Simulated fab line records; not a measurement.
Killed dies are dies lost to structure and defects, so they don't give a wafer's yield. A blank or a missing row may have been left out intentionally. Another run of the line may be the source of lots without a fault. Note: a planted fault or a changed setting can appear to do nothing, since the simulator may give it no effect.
Matching of chambers	flow gf180mcu	cmp-02 running GF_V1_CMP_26: 4 sister chambers
The step polishes, stops on SiO2, t overpolish 15 s, target thk 0 nm. 4 wafers are shown with their chamber, then 10 later ones without.

== EACH WAFER AND ITS CHAMBER ==
wafer	chamber	motorCurrentA (A)
L785.4	2	9.1
L786.4	1	10.0
L787.4	3	10.7
L787.5	0	11.3

== WAFERS MISSING THEIR CHAMBER ==
wafer	motorCurrentA (A)
L787.6	10.3
L789.1	11.2
L789.3	10.9
L789.6	10.7
L790.2	9.1
L790.5	10.3
L790.6	11.2
L791.1	9.4
L791.3	9.8
L791.4	11.1

== CHAMBER TAKEN BY EACH ==
wafer	from the rows above	in truth
L787.6	can't be placed: 1 or 3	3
L789.1	can't be placed: 0 or 3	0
L789.3	can't be placed: 3 or 0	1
L789.6	3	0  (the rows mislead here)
L790.2	2	2
L790.5	can't be placed: 1 or 3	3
L790.6	can't be placed: 0 or 3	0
L791.1	can't be placed: 2 or 1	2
L791.3	1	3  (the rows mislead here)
L791.4	can't be placed: 0 or 3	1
Placed correctly: 1 of 10. These rows do not allow placing 7 (true chamber among the candidates in 5). Placed wrongly: 2.
How it was worked out, from the rows above alone: a wafer's distance from a chamber is the root of the sum, over the readings, of the square of ((its reading less the chamber's mean) divided by the reading's scatter). The wafer belongs to the nearest chamber; if the next one is less than 2 further off, it can't be placed. Each chamber's mean is taken over the wafers shown for it. The scatter (one wafer shown for each chamber): square how far every hidden wafer sits from the nearest shown wafer, average those squares and take the square root.
